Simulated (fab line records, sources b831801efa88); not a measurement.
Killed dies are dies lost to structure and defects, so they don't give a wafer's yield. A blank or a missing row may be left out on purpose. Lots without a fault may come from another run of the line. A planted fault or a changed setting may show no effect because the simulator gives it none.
One fault seen from 2 desks | flow sky130 | each desk has only its own numbers; what lay behind them comes last

THE METROLOGY DESK
What the gauges read, lot by lot, whatever tool the lot ran on: means of the sampled wafers that have a number. A lot is out of limits, marked OUT, if its mean lies more than 4 standard deviations from the usual mean; the brackets give that distance.
Columns: A = METAL2_ALCU_THK at SKY_METAL2_THK_MEAS_06, usual 250 nm; B = PASSIVATION_CVD_02_THK at SKY_PASSIVATION_THK_MEAS_03, usual 539 nm
lot  | first seen here | A   | B
L755 | day 33 23:54    | 255 | 533
L756 | day 34 01:52    | 250 | 543
L757 | day 34 09:07    | 251 | 537
L760 | day 36 03:35    | 250 | 535
L759 | day 36 09:23    | 247 | 535
L758 | day 36 09:31    | 244 | 539
L762 | day 36 10:23    | 249 | 543
L761 | day 36 11:53    | 250 | 538
L763 | day 36 16:22    | 251 | 541
L765 | day 38 02:35    | 246 | 538
L767 | day 38 04:28    | 249 | 535
L771 | day 38 23:37    | 249 | 534
L775 | day 39 23:28    | 243 | 540
This desk's finding: nothing out of limits on any of the 13 lots.

THE TOOL OWNER'S DESK: pvd_sputter-03
The tool's own readings at SKY_METAL4_SPUTTER_03 (material Ti, target thk 5 nm, time 3.3 s): means of the sampled wafers that have a number, for each lot that ran on this tool. A lot is out of limits, marked OUT, if its mean lies more than 4 standard deviations from the usual mean; the brackets give that distance.
Columns: A = throttle_valve_pct at SKY_METAL4_SPUTTER_03, usual 29.7 %
lot  | first seen here | A
L763 | day 42 04:13    | 29.9
L767 | day 43 11:52    | 29.1
L771 | day 44 07:28    | 28.8
This desk's finding: nothing out of limits on any of the 3 lots.

PUT TOGETHER
The metrology desk saw nothing out of limits.
The tool owner's desk saw nothing out of limits.

WHAT THE SIMULATOR HAD PUT IN
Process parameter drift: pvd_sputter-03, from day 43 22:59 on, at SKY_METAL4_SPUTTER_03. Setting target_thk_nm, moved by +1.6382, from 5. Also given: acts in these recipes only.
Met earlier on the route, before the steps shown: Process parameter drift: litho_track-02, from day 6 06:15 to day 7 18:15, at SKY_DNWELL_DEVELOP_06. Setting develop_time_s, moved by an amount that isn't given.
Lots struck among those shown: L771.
